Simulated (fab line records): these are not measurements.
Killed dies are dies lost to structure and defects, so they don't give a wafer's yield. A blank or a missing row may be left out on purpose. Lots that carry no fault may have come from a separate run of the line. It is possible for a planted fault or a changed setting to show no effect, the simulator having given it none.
What tool caused it? | flow sky130 | 24 lots with 72 wafers sampled at 5 steps, on a route of 708 steps

## WHAT THE GAUGES SHOWED, per wafer
SKY_LDD_LDN_OVL_MEAS_07. Usual: LDD_LDN_OVL 0.8 nm, standard deviation 1.3.
lot  | measured     | on         | LDD_LDN_OVL (nm) | flag
L074 | day 22 17:41 | overlay-01 | 3.9 3.3 3.3      |
L075 | day 23 02:44 | overlay-02 | -0.1 0.7 1.1     |
L077 | day 23 10:45 | overlay-01 | -0.3 -0.3 -1.5   |
L076 | day 23 11:11 | overlay-01 | 3.6 1.2 2.2      |
L079 | day 23 17:17 | overlay-01 | 1.4 0.3 1.1      |
L078 | day 23 23:42 | overlay-02 | 1.0 2.5 2.7      |
L080 | day 24 06:59 | overlay-02 | 2.0 3.0 2.8      |
L081 | day 24 16:02 | overlay-02 | -0.4 0.0 0.7     |
L082 | day 25 17:50 | overlay-01 | 0.6 1.9 0.3      |
L083 | day 25 18:44 | overlay-02 | 0.6 0.8 0.1      |
L084 | day 26 08:06 | overlay-01 | 1.7 2.3 1.8      |
L087 | day 31 07:59 | overlay-02 | 1.8 1.2 2.7      |
L089 | day 31 08:17 | overlay-02 | 1.7 -1.0 -0.6    |
L086 | day 31 08:38 | overlay-01 | 0.5 0.6 1.1      |
L093 | day 31 09:53 | overlay-01 | 1.4 0.8 2.7      |
L088 | day 31 10:39 | overlay-02 | 0.6 1.0 0.7      |
L085 | day 31 11:11 | overlay-01 | 0.6 1.1 -1.7     |
L095 | day 31 11:44 | overlay-02 | 0.1 -0.7 0.2     |
L090 | day 31 12:44 | overlay-01 | -1.2 -1.0 0.2    |
L091 | day 31 13:03 | overlay-02 | 2.0 3.5 1.0      |
L094 | day 31 13:38 | overlay-02 | -1.2 -0.7 -1.8   |
L096 | day 31 14:26 | overlay-02 | 1.9 1.2 0.9      |
L097 | day 31 14:35 | overlay-01 | 0.7 0.7 0.1      |
L092 | day 31 18:03 | overlay-01 | -0.5 -1.5 0.3    |

SKY_METAL1_CD_MEAS_15 targets a cd of 140 nm. Usual: cd-nm at 139.7 nm, with a standard deviation of 1.5.
lot  | measured     | on        | cd-nm (nm)        | flag
L074 | day 33 23:26 | cd-sem-01 | 138.9 138.1 138.5 |
L075 | day 33 22:20 | cd-sem-02 | 137.2 137.3 137.7 |
L077 | day 34 00:11 | cd-sem-01 | 139.1 137.8 139.1 |
L076 | day 34 00:31 | cd-sem-02 | 142.1 141.7 141.1 |
L079 | day 33 23:47 | cd-sem-02 | 139.3 140.7 141.6 |
L078 | day 34 00:54 | cd-sem-01 | 141.3 141.6 141.4 |
L080 | day 34 01:11 | cd-sem-02 | 138.3 137.7 139.7 |
L081 | day 34 04:20 | cd-sem-02 | 139.7 139.8 140.0 |
L082 | day 35 07:54 | cd-sem-01 | 140.1 139.5 138.5 |
L083 | day 35 10:05 | cd-sem-01 | 142.2 142.3 140.4 |
L084 | day 35 16:11 | cd-sem-02 | 141.6 140.1 141.0 |
L087 | day 40 07:58 | cd-sem-02 | 141.4 140.4 141.6 |
L089 | day 40 07:35 | cd-sem-01 | 140.4 142.6 143.1 |
L086 | day 40 04:38 | cd-sem-02 | 137.8 138.1 137.3 |
L093 | day 40 08:23 | cd-sem-02 | 141.2 140.0 140.3 |
L088 | day 40 09:22 | cd-sem-01 | 141.5 140.2 140.1 |
L085 | day 40 09:42 | cd-sem-02 | 140.4 138.6 139.1 |
L095 | day 40 10:02 | cd-sem-01 | 138.0 137.9 136.7 |
L090 | day 40 11:47 | cd-sem-02 | 139.8 139.2 137.8 |
L091 | day 40 10:27 | cd-sem-01 | 140.1 141.8 141.4 |
L094 | day 40 11:58 | cd-sem-01 | 139.3 140.1 139.0 |
L096 | day 40 13:09 | cd-sem-01 | 136.8 137.4 136.4 |
L097 | day 40 13:30 | cd-sem-01 | 140.7 139.1 139.9 |
L092 | day 40 14:50 | cd-sem-02 | 140.2 140.1 140.1 |

SKY_METAL2_OVL_MEAS_16. Usual: METAL2_OVL -1 nm, standard deviation 4.6.
lot  | measured     | on         | METAL2_OVL (nm) | flag
L074 | day 36 06:22 | overlay-02 | -4 -4 1         |
L075 | day 36 04:54 | overlay-02 | -1 8 2          |
L077 | day 36 06:37 | overlay-01 | -1 -3 9         |
L076 | day 36 08:13 | overlay-02 | 1 -3 -3         |
L079 | day 36 05:57 | overlay-01 | 0 9 7           |
L078 | day 36 07:46 | overlay-02 | 0 -2 6          |
L080 | day 36 08:34 | overlay-01 | 2 2 5           |
L081 | day 36 11:09 | overlay-01 | 0 7 -2          |
L082 | day 37 15:22 | overlay-01 | -1 7 1          |
L083 | day 37 16:21 | overlay-02 | -2 -3 -4        |
L084 | day 37 21:43 | overlay-02 | -4 -2 -9        |
L087 | day 42 10:49 | overlay-02 | -1 -9 3         |
L089 | day 42 10:00 | overlay-01 | -8 -6 -2        |
L086 | day 42 06:49 | overlay-01 | -11 -3 -6       |
L093 | day 42 11:28 | overlay-02 | 1 -3 -4         |
L088 | day 42 11:34 | overlay-01 | 0 1 -3          |
L085 | day 42 12:10 | overlay-02 | -4 2 0          |
L095 | day 42 12:31 | overlay-01 | -6 1 -4         |
L090 | day 42 15:12 | overlay-01 | -3 -7 -4        |
L091 | day 42 13:55 | overlay-02 | -6 -3 -9        |
L094 | day 42 15:25 | overlay-01 | 5 -9 -8         |
L096 | day 42 16:13 | overlay-01 | -2 -3 0         |
L097 | day 42 16:54 | overlay-02 | 3 0 0           |
L092 | day 42 18:25 | overlay-01 | -5 6 1          |

SKY_VIA2_RS_MEAS_22: measures by four-point-probe. Usual: VIA2_W_RS 0.272 ohm/sq, standard deviation 0.0032.
lot  | measured     | on            | VIA2_W_RS (ohm/sq) | flag
L074 | day 37 10:34 | film-metro-01 | 0.267 0.271 0.267  |
L075 | day 37 09:25 | film-metro-04 | 0.272 0.272 0.275  |
L077 | day 37 10:55 | film-metro-02 | 0.274 0.273 0.274  |
L076 | day 37 12:42 | film-metro-01 | 0.270 0.274 0.272  |
L079 | day 37 10:28 | film-metro-04 | 0.274 0.272 0.271  |
L078 | day 37 12:23 | film-metro-01 | 0.268 0.268 0.270  |
L080 | day 37 13:02 | film-metro-02 | 0.269 0.269 0.270  |
L081 | day 37 15:50 | film-metro-04 | 0.271 0.270 0.271  |
L082 | day 38 17:44 | film-metro-02 | 0.269 0.271 0.279  |
L083 | day 38 18:25 | film-metro-01 | 0.271 0.269 0.269  |
L084 | day 39 00:35 | film-metro-01 | 0.274 0.266 0.275  |
L087 | day 43 11:17 | film-metro-02 | 0.271 0.271 0.275  |
L089 | day 43 09:40 | film-metro-04 | 0.270 0.272 0.270  |
L086 | day 43 06:50 | film-metro-01 | 0.269 0.273 0.270  |
L093 | day 43 12:28 | film-metro-01 | 0.268 0.269 0.268  |
L088 | day 43 12:40 | film-metro-04 | 0.270 0.279 0.276  |
L085 | day 43 13:24 | film-metro-02 | 0.277 0.277 0.277  |
L095 | day 43 14:22 | film-metro-01 | 0.276 0.276 0.273  |
L090 | day 43 16:40 | film-metro-04 | 0.273 0.274 0.271  |
L091 | day 43 15:23 | film-metro-02 | 0.275 0.273 0.278  |
L094 | day 43 17:01 | film-metro-04 | 0.271 0.274 0.277  |
L096 | day 43 18:35 | film-metro-04 | 0.277 0.274 0.273  |
L097 | day 43 18:50 | film-metro-02 | 0.270 0.275 0.275  |
L092 | day 43 20:35 | film-metro-02 | 0.279 0.273 0.274  |

## TOOL THAT RAN EACH LOT (tool first, then ch and the chambers of the sampled wafers, then the start)
lot  | SKY_VIA2_CVD_21
L074 | cvd-w-01 ch 0,1, day 37 10:26
L075 | cvd-w-02 ch 0,1, day 37 09:17
L077 | cvd-w-02 ch 0,1, day 37 10:47
L076 | cvd-w-01 ch 0,1, day 37 12:33
L079 | cvd-w-02 ch 0,1, day 37 10:20
L078 | cvd-w-02 ch 0,1, day 37 12:14
L080 | cvd-w-02 ch 0,1, day 37 12:54
L081 | cvd-w-02 ch 0,1, day 37 15:42
L082 | cvd-w-02 ch 0,1, day 38 17:35
L083 | cvd-w-02 ch 0,1, day 38 18:17
L084 | cvd-w-02 ch 0,1, day 39 00:26
L087 | cvd-w-01 ch 0,1, day 43 11:08
L089 | cvd-w-02 ch 0,1, day 43 09:32
L086 | cvd-w-01 ch 0,1, day 43 06:43
L093 | cvd-w-02 ch 0,1, day 43 12:20
L088 | cvd-w-01 ch 0,1, day 43 12:32
L085 | cvd-w-01 ch 0,1, day 43 13:15
L095 | cvd-w-01 ch 0,1, day 43 14:14
L090 | cvd-w-01 ch 0,1, day 43 16:32
L091 | cvd-w-01 ch 0,1, day 43 15:14
L094 | cvd-w-01 ch 0,1, day 43 16:52
L096 | cvd-w-02 ch 1, day 43 18:21
L097 | cvd-w-01 ch 0,1, day 43 18:43
L092 | cvd-w-01 ch 0,1, day 43 20:25
- SKY_VIA2_CVD_21: deposits W, target thk 420 nm, time 126.4 s.

## WHAT THE TOOLS THEMSELVES READ (means of the sampled wafers that have a number; where no wafer has one, the mark that the record gives instead)
SKY_VIA2_CVD_21. Usual: heater-power-outer-w 497 W, standard deviation 68; heater-power-w 830 W, standard deviation 77.
lot  | tool     | heater-power-outer-w (W) | heater-power-w (W) | flag
L074 | cvd-w-01 | 493                      | 838                |
L075 | cvd-w-02 | 501                      | 830                |
L077 | cvd-w-02 | 476                      | 792                |
L076 | cvd-w-01 | 488                      | 834                |
L079 | cvd-w-02 | 477                      | 784                |
L078 | cvd-w-02 | 505                      | 814                |
L080 | cvd-w-02 | 472                      | 792                |
L081 | cvd-w-02 | 497                      | 834                |
L082 | cvd-w-02 | 470                      | 791                |
L083 | cvd-w-02 | 492                      | 830                |
L084 | cvd-w-02 | 503                      | 821                |
L087 | cvd-w-01 | 475                      | 812                |
L089 | cvd-w-02 | 474                      | 784                |
L086 | cvd-w-01 | 470                      | 806                |
L093 | cvd-w-02 | 506                      | 831                |
L088 | cvd-w-01 | 528                      | 874                |
L085 | cvd-w-01 | 537                      | 881                |
L095 | cvd-w-01 | 474                      | 817                |
L090 | cvd-w-01 | 538                      | 871                |
L091 | cvd-w-01 | 537                      | 878                |
L094 | cvd-w-01 | 527                      | 874                |
L096 | cvd-w-02 | 519                      | 881                |
L097 | cvd-w-01 | 531                      | 878                |
L092 | cvd-w-01 | 465                      | 813                |

## THE ANSWER, worked out from the rows above alone
Rule: lot off if the mean of its wafers having a number is beyond 3 standard deviations from the usual mean. A lot without any number at a reading at which 4 lots or more have one is off too. Where the step has rows for the other lots, those lots are counted as sound. Order of review: gauges by route order, followed by the tools' own readings, for which a lot's mean as printed above is used. The first step at which some lot is off is used, and at that step the reading that is off furthest; a lot without a number counts as furthest.
Nothing can be told from this: no lot is off at any reading shown.

## WHAT THE SIMULATOR HAD INSERTED
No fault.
